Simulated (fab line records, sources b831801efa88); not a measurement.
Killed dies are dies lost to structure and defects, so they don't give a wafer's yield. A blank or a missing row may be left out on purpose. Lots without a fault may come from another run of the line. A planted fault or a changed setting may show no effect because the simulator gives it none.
Problem report in the 8D (eight disciplines) form, filled by code | flow gf180mcu | the parts of the form that need people (team, actions taken, sign-off) are left out

1. THE PROBLEM
run_length_s at GF_M3_METAL_ETCH_16 reads a mean of 175.4 s on 3 wafers of 2 lots; wafers without a fault read 153.6 s with a standard deviation of 1. That is +22 standard deviations from the usual mean.
The step: etches the open film in Cl2/BCl3, stops on SiO2, target depth 750.8 nm, time 125.1 s.
First seen on wafer L249.1, day 23 09:01, on rie_metal-02. The record holds 33 wafers of 11 lots with a number at this step. Rule for "out", or "out of limits": more than 4 standard deviations from the usual mean. The other wafers with a number count as sound.

2. WHAT IT IS AND WHAT IT IS NOT
question                    | is                                               | is not
which readings at this step | run_length_s, oes_product_au, throttle_valve_pct | drypump_motor_current_A, mfc_cl2_sccm
which lots                  | L249, L250                                       | L244, L256, L258, L260, L262, L263, L264, L265, L266
which wafers of those lots  | L249.1, L250.3, L250.6                           | L249.4, L249.5, L250.2
read on which tools         | rie_metal-02                                     | rie_metal-01, rie_metal-04
when                        | from day 23 09:01                                | up to then (5 sound wafers); but 25 sound wafers of L250, L256, L258, L260, L262, L263, L264, L265, L266 came after

3. SUSPECTS, AND WHAT RULES EACH OUT
Counting: a tool at a process step up to the reading stays a suspect if it ran every lot that is out. Sound lots after the first of them don't rule it out here, since some wafers of a struck lot are sound.
- rie_metal-02 at GF_M3_METAL_ETCH_16 (etches the open film in Cl2/BCl3, stops on SiO2, target depth 750.8 nm, time 125.1 s): kept. It ran every lot that is out, first L249 (day 23 09:01); its last sound lot up to then is L244 (day 21 06:30). Its own readings are out on those wafers: oes_product_au, run_length_s, throttle_valve_pct.
Left after counting: rie_metal-02 at GF_M3_METAL_ETCH_16.

4. THE CAUSE (what the simulator had put in)
Process parameter drift: rie_metal-02, from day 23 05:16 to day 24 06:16, at GF_M3_METAL_ETCH_16. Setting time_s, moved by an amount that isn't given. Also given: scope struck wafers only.
Counting left only this tool.

5. THE CHAIN OF EFFECTS, in route order
Each row: a reading whose mean over the struck wafers that have a number lies more than 3 standard deviations from the usual. Only readings for which the record gives a usual standard deviation are gone through. hours: the time from each lot's start at the first step in this table that gives one to its start at this step, as a median over the lots. sigmas: the change in usual standard deviations.
hours | step                | reading                  | usual      | on struck wafers | change | sigmas
0     | GF_M3_METAL_ETCH_16 | oes_product_au           | 0.990 a.u. | 0.902            | -0.088 | -11
0     | GF_M3_METAL_ETCH_16 | run_length_s             | 153.6 s    | 175.4            | +21.8  | +22
0     | GF_M3_METAL_ETCH_16 | throttle_valve_pct       | 28.229 %   | 28.317           | +0.088 | +6.7
0     | GF_M3_STRIP_17      | oes_product_au           | 0.538 a.u. | 0.516            | -0.022 | -4.2
0     | GF_M3_STRIP_17      | strip_time_to_endpoint_s | 7.38 s     | 6.85             | -0.53  | -7.5
The process steps in it:
- GF_M3_METAL_ETCH_16: etches the open film in Cl2/BCl3, stops on SiO2, target depth 750.8 nm, time 125.1 s.
- GF_M3_STRIP_17: strips in O2/N2.

6. WHAT WOULD HAVE CAUGHT IT SOONER
In this record the first reading out of limits was taken at day 23 09:01, 4 hours after the fault began at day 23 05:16.
